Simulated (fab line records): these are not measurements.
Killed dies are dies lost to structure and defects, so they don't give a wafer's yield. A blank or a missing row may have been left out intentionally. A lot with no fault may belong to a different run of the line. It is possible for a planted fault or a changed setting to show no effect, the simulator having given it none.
One fault through the eyes of 2 desks :: flow sfq-line :: only its own numbers are on each desk; what lay behind them is given at the end

AT THE TOOL OWNER'S DESK: rie-metal-03
The tool's own readings at SFQ_TRILAYER_M4_ETCH_METAL_ETCH_096 (etches Nb in Cl2/Ar, stops on SiO2, target depth 240 nm, time 120 s): means of the sampled wafers that have a number, for each lot that ran on this tool. Marked OUT: a lot whose mean sits more than 4 standard deviations from the usual mean, which makes it out of limits; the brackets give that distance.
Columns: A = drypump-motor-current-A at SFQ_TRILAYER_M4_ETCH_METAL_ETCH_096, usual 5.5 A; B = oes-product-au at SFQ_TRILAYER_M4_ETCH_METAL_ETCH_096, usual 0.897 a.u.; C = run-length-s at SFQ_TRILAYER_M4_ETCH_METAL_ETCH_096, usual 148.29 s
lot: L100
first seen here: day 34 22:15
A: 5.4
B: 0.891
C: 148.25

lot: L102
first seen here: day 35 15:50
A: 5.4
B: 0.904
C: 148.23

lot: L104
first seen here: day 36 16:47
A: 5.4
B: 0.884
C: 148.43

lot: L113
first seen here: day 38 15:32
A: 5.4
B: 0.889
C: 148.38

lot: L115
first seen here: day 39 05:56
A: 5.4
B: 0.906
C: 148.36

lot: L116
first seen here: day 39 11:44
A: 5.3
B: 0.999 (+12) OUT
C: 132.67 (-62) OUT

lot: L117
first seen here: day 39 17:47
A: 5.3
B: 1.001 (+12) OUT
C: 132.76 (-62) OUT
Finding of this desk: L116, L117 out of limits; the first was L116 at day 39 11:44, on oes-product-au at SFQ_TRILAYER_M4_ETCH_METAL_ETCH_096. In limits: L100, L102, L104, L113, L115.

AT THE METROLOGY DESK
What the gauges read for every lot (on any tool): the sampled wafers with a number, averaged. Marked OUT: a lot whose mean sits more than 4 standard deviations from the usual mean, which makes it out of limits; the brackets give that distance.
Columns: A = I2_BOW at SFQ_I2_BOW_MEAS_917, usual 4 um; B = M4_OVL at SFQ_M4_OVL_MEAS_926, usual 3 nm
lot: L100
first seen here: day 18 05:26
A: 6
B: -3

lot: L101
first seen here: day 18 08:26
A: 16
B: 8

lot: L102
first seen here: day 18 17:27
A: 11
B: 10

lot: L103
first seen here: day 19 10:37
A: -1
B: 2

lot: L104
first seen here: day 19 21:17
A: -1
B: 1

lot: L106
first seen here: day 20 15:13
A: 5
B: -9

lot: L107
first seen here: day 20 23:53
A: 20
B: 5

lot: L108
first seen here: day 21 06:16
A: 12
B: 10

lot: L113
first seen here: day 22 19:01
A: -1
B: -3

lot: L115
first seen here: day 23 19:02
A: 2
B: -4

lot: L116
first seen here: day 23 19:58
A: 8
B: 0

lot: L117
first seen here: day 24 11:00
A: 14
B: -0

lot: L121
first seen here: day 26 04:05
A: 0
B: -1

lot: L123
first seen here: day 26 19:05
A: 12
B: -4
This desk found nothing out of limits on any of the 14 lots.

PUT TOGETHER
An alarm could have come from the tool owner's desk at day 39 11:44, on L116, L117.
Nothing out of limits was seen by the metrology desk.
The metrology desk has L116, L117 on record, within its limits.
On rie-metal-03, each named lot ran SFQ_TRILAYER_M4_ETCH_METAL_ETCH_096.

WHAT THE SIMULATOR PUT IN
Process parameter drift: rie-metal-03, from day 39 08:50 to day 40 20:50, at SFQ_TRILAYER_M4_ETCH_METAL_ETCH_096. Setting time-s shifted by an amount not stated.
Lots struck among those shown: L116, L117.
Time in hours from fault onset to the first out-of-limits reading at each desk: the tool owner's desk, 3.
